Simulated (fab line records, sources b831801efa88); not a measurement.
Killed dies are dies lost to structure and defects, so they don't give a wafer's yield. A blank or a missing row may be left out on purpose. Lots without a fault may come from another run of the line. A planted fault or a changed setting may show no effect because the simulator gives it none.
A struck lot beside a sound one | flow sky130 | 16 steps out of a route of 708
Sound: wafers L424.3, L424.4, L424.6. Struck: wafers L436.2, L436.3, L436.6. The cause comes at the end.
At each step with rows: each side's tool, then ch and its chambers, then its first start. Under that, the readings that differ: sound wafers | struck wafers | difference of the means | sigmas: that difference in standard deviations of wafers without a fault.
alike: readings whose means differ by less than 2 such deviations, and words and numbers that are the same on both sides. not compared: withheld readings, readings that some wafer has no value for, bounds like >300 that may hide the same value, and numbers for which the record gives no deviation and whose values overlap.
The two part at a step that has a row with sigmas, a row that says differs or no value, or rows on one side only. Numbers that don't overlap but have no deviation are shown without sigmas and don't part them. A reading that every wafer of one side lacks parts them only if that side has two wafers or more.

first, 2 steps without rows for these wafers: SKY_METAL3_PEB_11; SKY_METAL3_DEVELOP_12 (develop time 60 s).
SKY_METAL3_CD_MEAS_13: target cd 300 nm.
  sound on cd_sem-01, day 38 12:31; struck on cd_sem-01, day 42 04:14
  alike: cd_nm
SKY_METAL3_OVL_MEAS_14:
  sound on overlay-02, day 38 12:37; struck on overlay-01, day 42 04:20
  alike: METAL3_OVL
SKY_METAL3_DESCUM_15: chemistry O2, time 8 s.
  sound on rie_metal-03 ch 0,1, day 38 12:38; struck on rie_metal-02 ch 0,1, day 42 04:22
  reading                     | sound       | struck      | difference | sigmas
  drypump_motor_current_A (A) | 5.1 5.7 5.1 | 5.8 6.6 6.5 | +1.0       | +3
  alike: oes_product_au
  not compared: rf_hours_counter_h
then, 1 step without rows for these wafers: SKY_METAL3_ETCH_16 (etches BARC in N2/H2, stops on SiO2, time 88.2 s, target depth 60 nm).
SKY_METAL3_ETCH_17: etches SiO2 in C4F8/O2/Ar, stops on TiN, time 3.9 s, target depth 15 nm.
  sound on rie_diel-03 ch 0,2, day 38 12:46; struck on rie_diel-04 ch 1,2,3, day 42 04:30
  alike: oes_product_au
  not compared: rf_hours_counter_h
SKY_METAL3_METAL_ETCH_18: etches the open film in Cl2/BCl3, stops on SiO2, target depth 845 nm, time 183.1 s.
  sound on rie_metal-01 ch 1, day 38 12:54; struck on rie_metal-03 ch 0,1, day 42 04:31
  alike: drypump_motor_current_A, oes_product_au, throttle_valve_pct
  not compared: rf_hours_counter_h
SKY_METAL3_STRIP_19: strips in O2/N2.
  sound on plasma_asher-01 ch 0,1, day 38 13:10; struck on plasma_asher-04 ch 0,1, day 42 04:42
  alike: drypump_motor_current_A, o2_flow_sccm, oes_product_au, strip_time_to_endpoint_s
  not compared: rf_hours_counter_h
then, 3 steps without rows for these wafers: SKY_METAL3_STRIP_20 (strips in post etch residue remover, time 1200 s); SKY_METAL3_CLEAN_21 (cleans in IPA, time 180 s); SKY_METAL3_CLEAN_22 (cleans in O3/DIW).
SKY_VIA3_HDPCVD_00: deposits SiO2, target thk 1635 nm, time 272.5 s.
  sound on hdpcvd-02 ch 0,1,2, day 38 13:46; struck on hdpcvd-02 ch 0,1, day 42 05:18
  reading                                  | sound             | struck            | difference | sigmas
  run_length_s (s)                         | 299.4 299.8 299.7 | 251.7 252.2 252.2 | -47.6      | -99 or more
  model.SiO2_of_VIA3_HDPCVD_00.thk_nm (nm) | 1633 1646 1634    | 1358 1344 1352    | -286       |
SKY_VIA3_THK_MEAS_01:
  sound on film_metro-02, day 38 13:56; struck on film_metro-04, day 42 05:29
  reading              | sound          | struck         | difference | sigmas
  VIA3_HDPCVD_THK (nm) | 1634 1646 1634 | 1358 1344 1352 | -287       | -20
SKY_VIA3_CMP_02: polishes SiO2.
  sound on cmp-01 ch 0,1,2, day 38 13:59; struck on cmp-02 ch 0,3, day 42 05:32
  alike: motor_current_A, slurry_filter_dp_kPa
-- the record jumps here: 7 days lie between the struck wafers' starts before and after (it left off in module VIA3 and takes up again in module PAD_OPEN, whose first step shown is number 708 of the route) --
SKY_PAD_OPEN_PROBE_99:
  the record has rows for the struck wafers here (prober-01, day 48 19:30) and none for the sound ones

WHERE THEY PART
First at SKY_METAL3_DESCUM_15; last, within this record, at SKY_PAD_OPEN_PROBE_99.

WHY: what the simulator had put in
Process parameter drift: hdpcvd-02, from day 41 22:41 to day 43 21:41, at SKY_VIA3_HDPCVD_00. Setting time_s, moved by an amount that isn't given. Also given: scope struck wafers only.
